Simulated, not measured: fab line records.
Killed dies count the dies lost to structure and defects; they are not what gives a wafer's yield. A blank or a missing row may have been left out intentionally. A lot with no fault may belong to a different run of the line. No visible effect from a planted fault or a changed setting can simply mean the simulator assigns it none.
Which tool is to blame? ; flow sky130 ; Sampling: 24 lots, 72 wafers, 5 of 708 route steps

== WHAT THE GAUGES SHOWED, per wafer ==
SKY_LI_CONTACT_CD_MEAS_12: target cd 170 nm. Usual: 169.8 nm for cdNm, sd 1.5.
lot;measured;on;cdNm (nm);flag
L074;day 29 05:01;cdSem-01;168.2 169.4 167.6;
L075;day 30 03:55;cdSem-02;170.2 169.7 169.3;
L076;day 30 08:31;cdSem-01;169.2 170.0 168.6;
L077;day 30 11:35;cdSem-02;170.9 170.3 170.4;
L078;day 30 20:52;cdSem-01;167.6 170.0 167.7;
L079;day 31 07:32;cdSem-02;169.2 170.5 170.6;
L080;day 31 10:16;cdSem-02;168.8 169.3 170.2;
L081;day 31 21:38;cdSem-02;169.6 170.5 170.1;
L082;day 32 10:11;cdSem-01;168.1 167.9 167.5;
L083;day 32 11:10;cdSem-02;172.3 170.7 170.5;
L084;day 32 20:19;cdSem-02;174.2 171.2 173.7;
L085;day 33 05:46;cdSem-02;171.3 171.0 170.3;
L086;day 33 13:38;cdSem-02;171.5 171.1 172.6;
L087;day 33 18:14;cdSem-01;171.6 172.9 171.9;
L088;day 34 02:13;cdSem-02;168.5 168.2 169.4;
L089;day 34 14:23;cdSem-01;167.0 167.0 167.0;
L090;day 34 18:31;cdSem-02;168.7 169.5 170.2;
L091;day 34 23:44;cdSem-01;168.2 169.6 169.0;
L092;day 35 04:49;cdSem-02;169.4 170.7 170.4;
L093;day 35 09:05;cdSem-01;168.4 168.0 168.5;
L094;day 35 15:49;cdSem-01;171.7 170.7 169.4;
L095;day 35 23:13;cdSem-01;169.2 169.8 169.9;
L096;day 36 03:58;cdSem-02;169.2 170.5 169.7;
L097;day 36 12:42;cdSem-01;170.0 170.1 171.0;

SKY_LOCAL_INTERCONNECT_THK_MEAS_02: measures by xrf. Usual: LOCAL_INTERCONNECT_TIN_THK typically reads 97.9 nm, with standard deviation 1.2.
lot;measured;on;LOCAL_INTERCONNECT_TIN_THK (nm);flag
L074;day 29 06:31;filmMetro-02;97.2 97.0 97.4;
L075;day 30 05:25;filmMetro-03;95.7 94.8 95.1;
L076;day 30 10:03;filmMetro-04;97.6 95.7 98.0;
L077;day 30 13:03;filmMetro-03;99.2 99.8 98.0;
L078;day 30 22:22;filmMetro-04;97.6 97.2 97.2;
L079;day 31 09:02;filmMetro-03;98.5 98.2 98.2;
L080;day 31 11:46;filmMetro-03;97.3 97.7 98.8;
L081;day 31 23:08;filmMetro-03;97.7 97.2 98.6;
L082;day 32 11:41;filmMetro-04;96.0 95.5 94.9;
L083;day 32 12:40;filmMetro-04;97.6 97.2 97.8;
L084;day 32 21:49;filmMetro-04;97.8 98.8 99.2;
L085;day 33 07:16;filmMetro-02;97.0 97.3 97.7;
L086;day 33 15:14;filmMetro-03;96.2 95.3 97.0;
L087;day 33 19:45;filmMetro-03;98.8 97.5 99.2;
L088;day 34 03:44;filmMetro-04;98.6 96.3 98.0;
L089;day 34 16:00;filmMetro-04;97.9 98.5 97.7;
L090;day 34 19:59;filmMetro-02;99.2 99.8 98.4;
L091;day 35 01:21;filmMetro-03;96.7 97.4 96.9;
L092;day 35 06:28;filmMetro-02;98.2 100.1 99.0;
L093;day 35 10:35;filmMetro-04;99.2 98.5 98.7;
L094;day 35 17:20;filmMetro-03;96.6 97.8 97.2;
L095;day 36 00:43;filmMetro-02;100.0 97.7 99.7;
L096;day 36 05:26;filmMetro-02;98.7 98.7 98.5;
L097;day 36 14:26;filmMetro-03;99.5 99.3 99.4;

SKY_METAL1_THK_MEAS_06: measures by xrf. Usual: METAL1_ALCU_THK typically reads 249.8 nm, with standard deviation 2.5.
lot;measured;on;METAL1_ALCU_THK (nm);flag
L074;day 31 17:41;filmMetro-01;251.6 253.2 254.5;
L075;day 32 14:29;filmMetro-03;249.4 248.9 248.9;
L076;day 32 20:58;filmMetro-01;250.2 247.6 245.6;
L077;day 32 23:41;filmMetro-03;247.4 250.6 248.2;
L078;day 33 07:34;filmMetro-01;251.8 257.2 247.9;
L079;day 33 17:28;filmMetro-03;250.5 250.6 251.0;
L080;day 33 20:40;filmMetro-02;248.6 249.3 250.7;
L081;day 34 07:28;filmMetro-03;249.7 249.9 250.2;
L082;day 34 20:32;filmMetro-03;245.9 245.6 245.7;
L083;day 34 21:37;filmMetro-01;249.2 250.5 249.1;
L084;day 35 05:09;filmMetro-03;250.5 249.6 249.5;
L085;day 35 15:10;filmMetro-03;246.0 247.0 243.8;
L086;day 35 22:05;filmMetro-01;251.0 254.0 248.1;
L087;day 36 03:46;filmMetro-03;245.6 249.3 250.8;
L088;day 36 10:58;filmMetro-03;248.6 251.4 251.8;
L089;day 36 23:27;filmMetro-01;247.2 248.8 250.1;
L090;day 37 02:56;filmMetro-03;246.0 245.0 246.0;
L091;day 37 07:55;filmMetro-03;249.7 245.0 248.0;
L092;day 37 13:11;filmMetro-03;252.4 249.5 248.1;
L093;day 37 16:44;filmMetro-01;251.9 252.0 251.0;
L094;day 38 00:33;filmMetro-01;247.7 250.3 251.7;
L095;day 38 06:13;filmMetro-02;253.5 253.8 249.9;
L096;day 38 11:23;filmMetro-01;253.8 251.2 249.4;
L097;day 38 21:14;filmMetro-02;251.5 248.0 250.2;

== TOOL THAT RAN EACH LOT (tool first, then ch and the chambers of the sampled wafers, then the start) ==
lot;SKY_LI_CONTACT_CVD_21;SKY_METAL1_SPUTTER_01
L074;cvdW-02 ch 0,1, day 29 05:44;pvdSputter-04, day 31 17:26
L075;cvdW-02 ch 0,1, day 30 04:38;pvdSputter-01, day 32 14:13
L076;cvdW-01 ch 0,1, day 30 09:16;pvdSputter-01, day 32 20:43
L077;cvdW-01 ch 0,1, day 30 12:16;pvdSputter-04, day 32 23:25
L078;cvdW-02 ch 0,1, day 30 21:35;pvdSputter-02, day 33 07:19
L079;cvdW-01 ch 0,1, day 31 08:14;pvdSputter-04, day 33 17:13
L080;cvdW-02 ch 0,1, day 31 10:59;pvdSputter-04, day 33 20:25
L081;cvdW-01 ch 0,1, day 31 22:20;pvdSputter-01, day 34 07:13
L082;cvdW-01 ch 0,1, day 32 10:53;pvdSputter-04, day 34 20:17
L083;cvdW-01 ch 1, day 32 11:53;pvdSputter-04, day 34 21:22
L084;cvdW-01 ch 0,1, day 32 21:02;pvdSputter-01, day 35 04:55
L085;cvdW-02 ch 0,1, day 33 06:29;pvdSputter-02, day 35 14:55
L086;cvdW-01 ch 0,1, day 33 14:20;pvdSputter-02, day 35 21:50
L087;cvdW-02 ch 0, day 33 18:57;pvdSputter-02, day 36 03:31
L088;cvdW-01 ch 0,1, day 34 02:57;pvdSputter-02, day 36 10:43
L089;cvdW-02 ch 0, day 34 15:07;pvdSputter-01, day 36 23:12
L090;cvdW-01 ch 0,1, day 34 19:13;pvdSputter-04, day 37 02:40
L091;cvdW-02 ch 0, day 35 00:28;pvdSputter-01, day 37 07:40
L092;cvdW-02 ch 0, day 35 05:33;pvdSputter-01, day 37 12:58
L093;cvdW-02 ch 0,1, day 35 09:47;pvdSputter-02, day 37 16:29
L094;cvdW-01 ch 0,1, day 35 16:33;pvdSputter-04, day 38 00:19
L095;cvdW-02 ch 0,1, day 35 23:56;pvdSputter-01, day 38 05:59
L096;cvdW-01 ch 0,1, day 36 04:41;pvdSputter-01, day 38 11:08
L097;cvdW-01 ch 0,1, day 36 13:25;pvdSputter-01, day 38 20:58
- SKY_LI_CONTACT_CVD_21: deposits W, target thk 400 nm, time 120.56 s.
- SKY_METAL1_SPUTTER_01: material TiN, target thk 20 nm, time 16.7 s.

== AS READ BY THE TOOLS THEMSELVES (means over the sampled wafers that have a number; for cases with no such wafer, the mark the record gives instead) ==
SKY_LI_CONTACT_CVD_21. Usual: heaterPowerOuterW 559 W, standard deviation 40; heaterPowerW 886 W, standard deviation 44.
lot;tool;heaterPowerOuterW (W);heaterPowerW (W);flag
L074;cvdW-02;585;900;
L075;cvdW-02;595;940;
L076;cvdW-01;514;849;
L077;cvdW-01;517;847;
L078;cvdW-02;591;909;
L079;cvdW-01;517;852;
L080;cvdW-02;594;893;
L081;cvdW-01;518;855;
L082;cvdW-01;512;851;
L083;cvdW-01;560;883;
L084;cvdW-01;526;862;
L085;cvdW-02;588;941;
L086;cvdW-01;519;856;
L087;cvdW-02;591;891;
L088;cvdW-01;514;855;
L089;cvdW-02;587;887;
L090;cvdW-01;540;876;
L091;cvdW-02;589;882;
L092;cvdW-02;592;887;
L093;cvdW-02;589;916;
L094;cvdW-01;521;866;
L095;cvdW-02;599;947;
L096;cvdW-01;528;854;
L097;cvdW-01;525;856;

SKY_METAL1_SPUTTER_01. Usual: 30.3 % for throttleValvePct, sd 1.
lot;tool;throttleValvePct (%);flag
L074;pvdSputter-04;30.4;
L075;pvdSputter-01;30.8;
L076;pvdSputter-01;30.4;
L077;pvdSputter-04;30.4;
L078;pvdSputter-02;29.1;
L079;pvdSputter-04;31.2;
L080;pvdSputter-04;30.4;
L081;pvdSputter-01;29.8;
L082;pvdSputter-04;30.4;
L083;pvdSputter-04;30.7;
L084;pvdSputter-01;30.5;
L085;pvdSputter-02;29.7;
L086;pvdSputter-02;29.8;
L087;pvdSputter-02;30.2;
L088;pvdSputter-02;29.7;
L089;pvdSputter-01;31.1;
L090;pvdSputter-04;30.9;
L091;pvdSputter-01;30.8;
L092;pvdSputter-01;30.0;
L093;pvdSputter-02;29.7;
L094;pvdSputter-04;29.9;
L095;pvdSputter-01;30.0;
L096;pvdSputter-01;31.1;
L097;pvdSputter-01;30.9;

== THE ANSWER, worked out from the rows above alone ==
Rule: take the mean of a lot's wafers that have a number; if it is more than 3 standard deviations from the usual mean, the lot is off. Also off: a lot with no number at a reading for which 4 or more lots have one. All remaining lots with rows at the step are treated as sound. Order of review: gauges by route order, followed by the tools' own readings, for which a lot's mean as printed above is used. At the first step where some lot is off, the reading lying furthest off is the one used; lots without a number count as furthest.
No lot is off at any reading shown: from this, nothing can be told.

== WHAT THE SIMULATOR HAD INSERTED ==
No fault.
